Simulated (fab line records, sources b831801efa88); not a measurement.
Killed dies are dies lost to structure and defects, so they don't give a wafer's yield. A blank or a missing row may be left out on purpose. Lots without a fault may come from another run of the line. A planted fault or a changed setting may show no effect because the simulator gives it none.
fab line records | flow gf180mcu
record lots=13 wafers=39 last_day=34
route steps=602 shown V1@356 M2@366 V2@384
lots that met no fault: from a run of the same line without faults
start_h: hours from the record's first day to the start of the lot's first wafer shown | wait_h: hours since the lot's step before | " the same as in the row above | L1.1+2: a row that stands for several wafers | - no value, or no start given | * or withheld: withheld | < > ~ a bound
route shown NAME@n: a module of which the file shows steps, and the number in the route of the first | usual: mean/standard deviation of fault-free wafers | same: alike in all rows | chamber/n: place in a boat | sites: the reading at each site | _std_site: their standard deviation | _edge_site: outer sites' mean less inner sites' | radius_mm: how far each site lies from the wafer's centre | mask NAME#n: copy n | behind: the tool/chamber that last shaped the wafer | hold: why the lot was held/for how many hours/how that ended | device: the transistor (n, p or np) that didn't switch | end of line: the same wafers' tests at the end of the route | a step without rows: its recipe alone | killed: dies lost to structure and defects at the first sort, not the wafer's yield | map: a wafer's dies, x killed, . not, _ none there
set.NAME: the setting as run; set.NAME@STEP: as run at that earlier step | model.NAME: the simulator's own value behind a step, which no gauge read
steps of the route over a sample of lots; a table a step, a row a wafer
services: from which hour (start_h, from the record's first day; less than 0 if before it) a tool's chamber was out of use, for how many hours, and why
## steps
# step GF_V1_SPUTTER_21
# recipe material=Ti target_thk_nm=15 chamber_pressure_pa=5 power_w=2500 substrate_temp_c=200 time_s=80.02
# usual throttle_valve_pct=29.8/1.1
# columns lot.wafer tool chamber start_h wait_h throttle_valve_pct
L102.3 pvd_sputter-04 - 422.53 0.0 28.4
L102.5 " - " " 30.3
L102.6 " - " " 28.3
L103.1 pvd_sputter-01 - 430.84 0.0 30.0
L103.2 " - " " 30.2
L103.3 " - " " 28.2
L105.1 pvd_sputter-01 - 450.98 0.0 30.4
L105.3 " - " " 28.4
L105.5 " - " " 29.9
L108.1 pvd_sputter-03 - 473.41 0.0 30.3
L108.4 " - " " 31.5
L108.6 " - " " 31.5
L109.1 pvd_sputter-01 - 494.03 0.0 30.1
L109.2 " - " " 28.0
L109.4 " - " " 30.7
L110.3 pvd_sputter-01 - 495.71 0.0 30.6
L110.5 " - " " 30.5
L110.6 " - " " 30.3
L111.2 pvd_sputter-03 - 503.71 0.0 31.2
L111.3 " - " " 29.9
L111.5 " - " " 30.5
L112.1 pvd_sputter-04 - 511.34 0.0 29.8
L112.2 " - " " 28.6
L112.3 " - " " 30.5
L113.1 pvd_sputter-04 - 525.32 0.0 28.4
L113.2 " - " " 30.3
L113.3 " - " " 30.6
L114.1 pvd_sputter-03 - 529.81 0.0 29.8
L114.2 " - " " 31.6
L114.4 " - " " 27.5
L115.1 pvd_sputter-03 - 537.44 0.0 27.4
L115.3 " - " " 31.7
L115.5 " - " " 30.3
L116.1 pvd_sputter-03 - 543.18 0.0 27.5
L116.2 " - " " 30.2
L116.6 " - " " 30.1
L124.3 pvd_sputter-01 - 604.48 0.0 30.0
L124.4 " - " " 28.1
L124.6 " - " " 30.0
# step GF_M2_SPUTTER_04
# recipe material=TiN target_thk_nm=50 power_w=6500 time_s=41.7 chamber_pressure_pa=0.4
# usual throttle_valve_pct=29.8/0.84
# columns lot.wafer tool chamber start_h wait_h throttle_valve_pct
L102.3 pvd_sputter-01 - 423.40 0.0 28.4
L102.5 " - " " 28.5
L102.6 " - " " 29.9
L103.1 pvd_sputter-02 - 431.71 0.0 28.6
L103.2 " - " " 29.9
L103.3 " - " " 30.9
L105.1 pvd_sputter-02 - 451.85 0.0 28.9
L105.3 " - " " 30.8
L105.5 " - " " 29.5
L108.1 pvd_sputter-01 - 474.28 0.0 29.9
L108.4 " - " " 30.9
L108.6 " - " " 30.9
L109.1 pvd_sputter-02 - 494.93 0.0 29.4
L109.2 " - " " 30.0
L109.4 " - " " 30.9
L110.3 pvd_sputter-04 - 496.61 0.0 30.0
L110.5 " - " " 30.5
L110.6 " - " " 29.8
L111.2 pvd_sputter-02 - 504.58 0.0 28.8
L111.3 " - " " 30.0
L111.5 " - " " 30.7
L112.1 pvd_sputter-04 - 512.21 0.0 28.1
L112.2 " - " " 30.6
L112.3 " - " " 30.4
L113.1 pvd_sputter-01 - 526.19 0.0 30.0
L113.2 " - " " 30.1
L113.3 " - " " 28.3
L114.1 pvd_sputter-04 - 530.68 0.0 29.8
L114.2 " - " " 28.3
L114.4 " - " " 30.3
L115.1 pvd_sputter-04 - 538.31 0.0 28.5
L115.3 " - " " 30.6
L115.5 " - " " 30.5
L116.1 pvd_sputter-04 - 544.05 0.0 30.6
L116.2 " - " " 29.8
L116.6 " - " " 28.8
L124.3 pvd_sputter-02 - 605.35 0.0 30.1
L124.4 " - " " 29.4
L124.6 " - " " 29.4
# step GF_M2_METAL_ETCH_16
# recipe chemistry=Cl2/BCl3 mask_material=KrF target_depth_nm=750.8 stop_on=SiO2 pressure_mtorr=8 icp_w=800 bias_w=140 Cl2_flow_sccm=80 bcl3_flow_sccm=40 time_s=125.1
# usual drypump_motor_current_A=5.6/0.38 oes_product_au=0.990/0.005 throttle_valve_pct=28.230/0.0099
# columns lot.wafer tool chamber start_h wait_h drypump_motor_current_A oes_product_au rf_hours_counter_h throttle_valve_pct
L102.3 rie_metal-02 1 447.66 0.1 5.9 0.988 - 28.230
L102.5 " 1 " " 5.9 0.993 - 28.240
L102.6 " 0 " " 5.6 0.989 - 28.229
L103.1 rie_metal-02 1 455.96 0.0 5.9 0.989 12 28.241
L103.2 " 0 " " 5.6 1.003 6 28.232
L103.3 " 0 " " 5.6 0.984 - 28.229
L105.1 rie_metal-04 0 476.41 0.0 5.6 0.987 2 28.233
L105.3 " 1 " " 6.3 0.987 - 28.228
L105.5 " 1 " " 6.3 0.993 - 28.236
L108.1 rie_metal-01 1 498.22 0.0 4.9 0.993 14 28.221
L108.4 " 0 " " 5.6 0.986 - 28.223
L108.6 " 0 " " 5.6 0.984 - 28.244
L109.1 rie_metal-02 1 518.21 0.0 5.9 0.987 0 28.231
L109.2 " 0 " " 5.6 0.995 8 28.247
L109.4 " 0 " " 5.6 1.003 - 28.229
L110.3 rie_metal-01 0 519.95 0.1 5.6 0.992 - 28.227
L110.5 " 0 " " 5.6 0.989 - 28.230
L110.6 " 0 " " 5.6 0.988 - 28.228
L111.2 rie_metal-01 0 528.12 0.0 5.6 0.991 12 28.230
L111.3 " 0 " " 5.6 0.999 - 28.231
L111.5 " 1 " " 4.9 0.987 - 28.242
L112.1 rie_metal-04 0 535.57 0.0 5.6 0.994 4 28.221
L112.2 " 1 " " 6.3 0.991 12 28.236
L112.3 " 1 " " 6.3 0.991 - 28.225
L113.1 rie_metal-04 0 550.02 0.0 5.6 0.989 5 28.233
L113.2 " 1 " " 6.3 0.985 12 28.248
L113.3 " 0 " " 5.6 0.988 - 28.212
L114.1 rie_metal-02 0 554.01 0.0 5.6 0.994 9 28.239
L114.2 " 1 " " 5.9 0.986 1 28.219
L114.4 " 0 " " 5.6 0.992 - 28.243
L115.1 rie_metal-02 1 561.32 0.0 5.9 0.986 2 28.238
L115.3 " 1 " " 5.9 0.979 - 28.236
L115.5 " 1 " " 5.9 0.987 - 28.239
L116.1 rie_metal-02 1 566.72 0.0 5.9 0.983 2 28.231
L116.2 " 0 " " 5.6 0.982 9 28.227
L116.6 " 0 " " 5.6 0.987 - 28.224
L124.3 rie_metal-02 0 626.15 0.1 5.6 0.989 - 28.236
L124.4 " 1 " " 5.9 0.990 - 28.239
L124.6 " 0 " " 5.6 0.988 - 28.238
# step GF_V2_CVD_02
# recipe material=SiO2 target_thk_nm=850 precursor=TEOS temp_c=400 time_s=94.851 rf_w=600
# usual heater_power_outer_w=407/64 heater_power_w=703/94
# columns lot.wafer tool chamber start_h wait_h heater_power_outer_w heater_power_w
L102.3 pecvd-04 1 448.50 0.0 410 663
L102.5 " 1 " " 452 721
L102.6 " 2 " " 477 835
L103.1 pecvd-02 1 456.76 0.1 339 578
L103.2 " 0 " " 405 748
L103.3 " 2 " " 370 646
L105.1 pecvd-02 1 477.21 0.1 254 474
L105.3 " 0 " " 398 748
L105.5 " 1 " " 302 531
L108.1 pecvd-03 1 499.01 0.1 456 790
L108.4 " 2 " " 311 597
L108.6 " 1 " " 403 710
L109.1 pecvd-02 1 519.07 0.1 300 538
L109.2 " 2 " " 347 614
L109.4 " 1 " " 328 561
L110.3 pecvd-02 0 520.80 0.0 370 731
L110.5 " 1 " " 261 460
L110.6 " 0 " " 398 775
L111.2 pecvd-04 2 528.95 0.0 447 796
L111.3 " 1 " " 394 640
L111.5 " 2 " " 524 894
L112.1 pecvd-03 1 536.40 0.1 409 694
L112.2 " 0 " " 526 821
L112.3 " 2 " " 401 703
L113.1 pecvd-03 1 550.81 0.1 419 715
L113.2 " 0 " " 572 852
L113.3 " 2 " " 339 643
L114.1 pecvd-04 1 554.81 0.1 487 759
L114.2 " 2 " " 522 916
L114.4 " 0 " " 414 674
L115.1 pecvd-02 1 562.11 0.1 346 597
L115.3 " 2 " " 410 699
L115.5 " 0 " " 392 747
L116.1 pecvd-03 2 567.51 0.1 416 746
L116.2 " 1 " " 366 655
L116.6 " 1 " " 406 697
L124.3 pecvd-02 2 626.91 0.0 407 707
L124.4 " 2 " " 437 728
L124.6 " 0 " " 304 636
# step GF_V2_THK_MEAS_03
# recipe reads=SiO2_of_V2_CVD_02
# usual V2_CVD_02_THK=850/9.8
# columns lot.wafer tool chamber start_h wait_h V2_CVD_02_THK[nm]
L102.3 film_metro-04 - 448.59 0.1 834
L102.5 " - " " 853
L102.6 " - " " 854
L103.1 film_metro-01 - 456.83 0.0 866
L103.2 " - " " 866
L103.3 " - " " 855
L105.1 film_metro-04 - 477.28 0.0 845
L105.3 " - " " 852
L105.5 " - " " 854
L108.1 film_metro-01 - 499.12 0.1 844
L108.4 " - " " 857
L108.6 " - " " 850
L109.1 film_metro-02 - 519.14 0.0 840
L109.2 " - " " 846
L109.4 " - " " 846
L110.3 film_metro-04 - 520.89 0.1 854
L110.5 " - " " 848
L110.6 " - " " 864
L111.2 film_metro-02 - 529.06 0.1 838
L111.3 " - " " 847
L111.5 " - " " 840
L112.1 film_metro-02 - 536.47 0.0 843
L112.2 " - " " 834
L112.3 " - " " 846
L113.1 film_metro-04 - 550.88 0.0 842
L113.2 " - " " 857
L113.3 " - " " 849
L114.1 film_metro-02 - 554.88 0.0 846
L114.2 " - " " 841
L114.4 " - " " 860
L115.1 film_metro-02 - 562.18 0.0 852
L115.3 " - " " 851
L115.5 " - " " 868
L116.1 film_metro-02 - 567.58 0.0 841
L116.2 " - " " 839
L116.6 " - " " 860
L124.3 film_metro-04 - 627.00 0.1 835
L124.4 " - " " 400
L124.6 " - " " 870
# step GF_V2_CMP_04
# recipe material=SiO2 down_force_psi=4 platen_rpm=60 pad_velocity_m_s=0.94248
# usual motor_current_A=12.2/0.79 platen_rpm=60.00/0.045 slurry_filter_dp_kPa=13.52/0.14 slurry_flow_ml_min=150.1/0.5 time_to_endpoint_s=79/4.4
# columns lot.wafer tool chamber start_h wait_h motor_current_A platen_rpm slurry_filter_dp_kPa slurry_flow_ml_min time_to_endpoint_s
L102.3 cmp-01 2 448.68 0.1 12.9 59.95 13.59 150.8 70
L102.6 " 1 " " 11.4 60.02 13.75 148.8 80
L102.5 " 2 " " 13.6 60.05 13.66 149.5 77
L103.1 cmp-01 0 456.89 0.1 12.1 60.00 13.62 150.3 82
L103.2 " 2 " " 12.8 60.11 13.50 150.4 85
L103.3 " 3 " " 13.0 60.00 13.41 151.2 79
L105.3 cmp-01 1 477.39 0.1 11.8 59.98 13.49 149.5 79
L105.1 " 3 " " 12.2 60.04 13.44 150.8 81
L105.5 " 0 " " 12.4 59.98 13.57 150.1 81
L108.4 cmp-02 3 499.18 0.0 13.1 60.06 13.37 150.1 85
L108.1 " 1 " " 12.9 59.95 13.61 150.2 81
L108.6 " 3 " " 12.8 59.99 13.44 149.7 83
L109.4 cmp-02 3 519.20 0.0 13.4 60.01 13.46 150.3 85
L109.2 " 0 " " 11.7 60.01 13.46 150.3 80
L109.1 " 1 " " 12.3 60.04 13.40 150.0 77
L110.3 cmp-01 0 521.10 0.2 12.3 60.03 13.44 150.3 76
L110.6 " 3 " " 12.3 60.02 13.58 150.1 83
L110.5 " 0 " " 12.5 59.99 13.51 149.9 76
L111.2 cmp-02 3 529.16 0.1 13.6 60.05 13.30 149.8 76
L111.3 " 0 " " 12.0 60.01 13.46 150.2 80
L111.5 " 3 " " 12.7 59.99 13.47 150.3 79
L112.1 cmp-01 1 536.53 0.1 12.0 60.02 13.43 150.6 72
L112.2 " 2 " " 12.7 60.05 13.51 150.4 72
L112.3 " 3 " " 12.9 60.02 13.51 150.1 81
L113.2 cmp-02 1 550.99 0.1 12.6 59.91 13.46 150.0 81
L113.3 " 2 " " 10.6 59.95 13.69 150.2 75
L113.1 " 3 " " 13.0 59.99 13.42 150.0 76
L114.4 cmp-01 0 554.94 0.0 12.3 60.00 13.24 149.5 77
L114.2 " 2 " " 12.8 60.05 13.60 150.3 72
L114.1 " 3 " " 12.4 60.04 13.68 149.7 77
L115.3 cmp-01 3 562.29 0.1 12.1 59.98 13.45 150.5 77
L115.1 " 1 " " 11.5 59.97 13.55 149.6 75
L115.5 " 2 " " 12.7 60.00 13.35 150.3 83
L116.1 cmp-02 0 567.64 0.1 11.5 60.00 13.39 150.5 78
L116.2 " 3 " " 13.4 60.01 13.56 149.8 83
L116.6 " 1 " " 12.5 59.94 13.77 151.0 85
L124.4 cmp-01 0 627.09 0.1 12.3 60.03 13.52 149.6 24
L124.3 " 2 " " 13.1 59.91 13.54 149.9 74
L124.6 " 0 " " 12.3 59.93 13.40 149.4 82
# step GF_V2_ETCH_17
# recipe chemistry=C4F8/O2/Ar mask_material=KrF target=SiO2 stop_on=TiN source_w=1500 bias_w=1200 pressure_mtorr=40 c4f8_flow_sccm=withheld O2_flow_sccm=6 Ar_flow_sccm=300 time_s=withheld target_depth_a=6300
# usual oes_product_au=0.856/0.0047
# columns lot.wafer tool chamber start_h wait_h oes_product_au
L102.3 rie_diel-04 3 - - 0.856
L102.5 " 2 " " 0.861
L102.6 " 1 " " 0.866
L103.1 rie_diel-02 1 - - 0.853
L103.2 " 3 " " 0.856
L103.3 " 2 " " 0.851
L105.1 rie_diel-02 1 - - 0.863
L105.3 " 0 " " 0.861
L105.5 " 0 " " 0.861
L108.1 rie_diel-02 3 - - 0.857
L108.4 " 0 " " 0.857
L108.6 " 3 " " 0.862
L109.1 rie_diel-04 2 - - 0.853
L109.2 " 0 " " 0.859
L109.4 " 1 " " 0.856
L110.3 rie_diel-04 2 - - 0.851
L110.5 " 3 " " 0.863
L110.6 " 2 " " 0.855
L111.2 rie_diel-04 1 - - 0.858
L111.3 " 0 " " 0.860
L111.5 " 3 " " 0.857
L112.1 rie_diel-01 0 - - 0.858
L112.2 " 1 " " 0.853
L112.3 " 2 " " 0.862
L113.1 rie_diel-02 1 - - 0.854
L113.2 " 0 " " 0.846
L113.3 " 2 " " 0.853
L114.1 rie_diel-01 2 - - 0.852
L114.2 " 3 " " 0.855
L114.4 " 3 " " 0.853
L115.1 rie_diel-04 3 - - 0.853
L115.3 " 2 " " 0.860
L115.5 " 1 " " 0.851
L116.1 rie_diel-01 3 - - 0.865
L116.2 " 2 " " 0.863
L116.6 " 1 " " 0.859
L124.3 rie_diel-01 3 - - 0.856
L124.4 " 2 " " 0.680
L124.6 " 0 " " 0.847
## services
# columns tool chamber start_h hours kind
rie_diel-01 2 400.59 3.6 repair
rie_diel-01 - 401.68 2.8 pm
cmp-01 - 404.00 4.0 pm
cmp-02 - 414.46 1.9 repair
pecvd-02 - 414.65 0.3 repair
cmp-01 - 422.42 1.6 repair
pvd_sputter-04 - 440.78 1.9 repair
pecvd-02 - 510.44 2.8 pm
pvd_sputter-02 - 511.06 2.5 repair
cmp-01 - 516.02 5.0 repair
pvd_sputter-01 - 528.52 4.2 repair
cmp-01 - 529.64 1.5 repair
rie_metal-02 - 532.96 2.8 pm
cmp-02 - 535.81 1.7 repair
pvd_sputter-04 - 550.07 0.8 repair
rie_diel-04 2 564.30 6.7 repair
cmp-02 - 578.38 4.0 pm
cmp-02 - 584.25 4.8 repair
pecvd-02 - 592.88 5.5 pm
cmp-02 - 602.78 2.7 repair
pecvd-02 - 606.58 3.0 repair
pvd_sputter-03 - 617.47 6.1 repair
cmp-02 - 628.60 13.1 repair
rie_metal-02 0 641.52 4.9 repair
## key
first_sign step=GF_V2_THK_MEAS_03 reading=V2_CVD_02_THK direction=down sigmas=46 usual=850 struck=400
effect step=GF_V2_CMP_04 reading=time_to_endpoint_s direction=down sigmas=12 usual=* struck=*
effect step=GF_V2_ETCH_17 reading=oes_product_au direction=down sigmas=38 usual=0.856 struck=0.680
met_at GF_V2_CVD_02
struck_lots L124
struck_wafers L124.4
sort_left_out L124.4
not_acting_at GF_V1_SPUTTER_21,GF_M2_SPUTTER_04,GF_M2_METAL_ETCH_16
onset_between 562.11 626.91
fault kind=process_parameter_drift tool=pecvd-02 chamber=- onset_h=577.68 steps=GF_V2_CVD_02 channel=target_thk_nm offset=-449.65 shape=step end_h=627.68 scope=struck_wafers_only acts_in=these_recipes_only stated=850
# sort_left_out: the simulated sort isn't trusted on such a fault, so these wafers' sort isn't shown, and their yield isn't known
